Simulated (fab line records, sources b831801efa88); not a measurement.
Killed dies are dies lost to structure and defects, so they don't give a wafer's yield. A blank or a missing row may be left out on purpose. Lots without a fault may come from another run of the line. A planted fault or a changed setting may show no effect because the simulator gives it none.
One fault seen from 2 desks | flow sfq_line | each desk has only its own numbers; what lay behind them comes last

THE METROLOGY DESK
What the gauges read, lot by lot, whatever tool the lot ran on: means of the sampled wafers that have a number. A lot is out of limits, marked OUT, if its mean lies more than 4 standard deviations from the usual mean; the brackets give that distance.
Columns: A = I2_OVL at SFQ_I2_OVL_MEAS_918, usual -7 nm; B = M3_OVL at SFQ_M3_OVL_MEAS_921, usual -1 nm
lot  | first seen here | A   | B
L468 | day 22 23:02    | -7  | -2
L469 | day 23 02:38    | -9  | -7
L470 | day 23 15:50    | -3  | -3
L471 | day 24 01:58    | -3  | -5
L472 | day 24 13:59    | -7  | -1
L473 | day 24 19:59    | -14 | -1
L474 | day 25 05:34    | -13 | -6
L477 | day 26 07:53    | -6  | 1
L478 | day 26 10:16    | -1  | 3
L479 | day 26 13:52    | -8  | -6
L480 | day 26 18:40    | -7  | 4
L481 | day 26 23:28    | -7  | 6
L489 | day 30 10:34    | -2  | 4
L490 | day 30 15:23    | -3  | 2
L491 | day 30 22:34    | -5  | -1
This desk's finding: nothing out of limits on any of the 15 lots.

THE TOOL OWNER'S DESK: cmp-02
The tool's own readings at SFQ_TRILAYER_I2_CMP_CMP_064 (polishes SiO2): means of the sampled wafers that have a number, for each lot that ran on this tool. A lot is out of limits, marked OUT, if its mean lies more than 4 standard deviations from the usual mean; the brackets give that distance.
Columns: A = motor_current_A at SFQ_TRILAYER_I2_CMP_CMP_064, usual 10.0 A; B = platen_rpm at SFQ_TRILAYER_I2_CMP_CMP_064, usual 60.00 rpm; C = slurry_flow_ml_min at SFQ_TRILAYER_I2_CMP_CMP_064, usual 150.0; D = time_to_endpoint_s at SFQ_TRILAYER_I2_CMP_CMP_064, usual 216 s
lot  | first seen here | A    | B     | C     | D
L468 | day 18 02:26    | 9.9  | 60.04 | 149.7 | 215
L469 | day 18 05:56    | 9.9  | 60.02 | 149.8 | 220
L470 | day 18 14:26    | 9.3  | 59.98 | 149.8 | 220
L471 | day 19 07:37    | 9.8  | 60.01 | 149.8 | 216
L477 | day 21 21:40    | 9.7  | 60.04 | 150.5 | 217
L478 | day 22 00:10    | 9.8  | 59.98 | 150.1 | 231
L479 | day 22 03:10    | 9.8  | 59.98 | 150.2 | 238
L480 | day 22 12:40    | 10.0 | 59.98 | 150.1 | 228
L489 | day 26 01:05    | 9.6  | 60.00 | 150.4 | 206
L491 | day 26 16:35    | 9.7  | 60.00 | 150.3 | 227
This desk's finding: nothing out of limits on any of the 10 lots.

PUT TOGETHER
The metrology desk saw nothing out of limits.
The tool owner's desk saw nothing out of limits.

WHAT THE SIMULATOR HAD PUT IN
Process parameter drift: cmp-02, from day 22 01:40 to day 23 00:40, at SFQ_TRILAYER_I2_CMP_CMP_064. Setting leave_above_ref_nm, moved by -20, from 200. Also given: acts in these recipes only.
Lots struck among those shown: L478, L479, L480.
